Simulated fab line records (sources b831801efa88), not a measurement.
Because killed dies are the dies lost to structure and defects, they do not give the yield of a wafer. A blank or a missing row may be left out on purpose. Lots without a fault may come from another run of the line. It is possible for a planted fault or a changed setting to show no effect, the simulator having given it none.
Problem report in the 8D (eight disciplines) form, filled by code / flow gf180mcu / the parts of the form that need people (team, actions taken, sign-off) are left out

## 1. PROBLEM STATEMENT
At GF_V4_DEHYDRATE_06, heater_power_total_W averages 164.01 W over 6 wafers from 2 lots, while fault-free wafers read 160.37 W, standard deviation 0.13. Relative to the usual mean, that is a shift of +28 standard deviations.
The step: time 60 s.
First seen on wafer L221.1, day 26 21:08, on litho_track-04. The record holds 42 wafers of 14 lots with a number at this step. By rule, "out" or "out of limits" means more than 4 standard deviations away from the usual mean. All remaining wafers that have a number are taken as sound.

## 2. WHAT IT IS AND WHAT IT IS NOT
question=which readings at this step | is=heater_power_total_W, plate_temp_C | is not=-
question=which lots | is=L221, L222 | is not=L212, L214, L215, L220, L227, L228, L229, L230, L231, L232, L233, L235
question=which wafers of those lots | is=all that have a number | is not=-
question=read on which tools | is=litho_track-04 | is not=litho_track-01, litho_track-03
question=when | is=from day 26 21:08 | is not=up to then (12 sound wafers); but 24 sound wafers of L227, L228, L229, L230, L231, L232, L233, L235 came after

## 3. THE SUSPECTS, EACH WITH WHAT RULES IT OUT
Counting: a tool at any process step up to the reading remains a suspect when it ran all the lots that are out and ran no sound lot after the first of those.
- litho_track-04 at GF_V4_DEHYDRATE_06 (time 60 s): kept. Every lot that is out went through it, starting with L221 (day 26 21:08), and after that it ran no sound lot; the last sound lot it ran before then is L220 (day 26 14:46). Its own heater_power_total_W, plate_temp_C readings are out on those wafers.
After counting, what remains is litho_track-04 at GF_V4_DEHYDRATE_06.

## 4. THE CAUSE (what the simulator had put in)
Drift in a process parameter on litho_track-04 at GF_V4_DEHYDRATE_06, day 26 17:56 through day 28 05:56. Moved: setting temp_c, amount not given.
Counting left only this tool.

## 5. SEQUENCE OF EFFECTS, ordered by route
Each row: a reading whose mean over the struck wafers that have a number lies more than 3 standard deviations from the usual. Scope: only readings with a usual standard deviation given in the record; hours: median across lots of the time from each lot's start at the first step in this table that gives one to its start at this step; sigmas: change in usual standard deviations.
hours=0; step=GF_V4_DEHYDRATE_06; reading=heater_power_total_W; usual=160.37 W; on struck wafers=164.01; change=+3.64; sigmas=+28
hours=0; step=GF_V4_DEHYDRATE_06; reading=plate_temp_C; usual=200.02 C; on struck wafers=203.59; change=+3.57; sigmas=+21
Here are the process steps it includes:
- GF_V4_DEHYDRATE_06: time 60 s.

## 6. WHAT WOULD HAVE CAUGHT IT SOONER
The fault began at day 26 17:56; the first out-of-limits reading in this record came at day 26 21:08, 3 hours later.
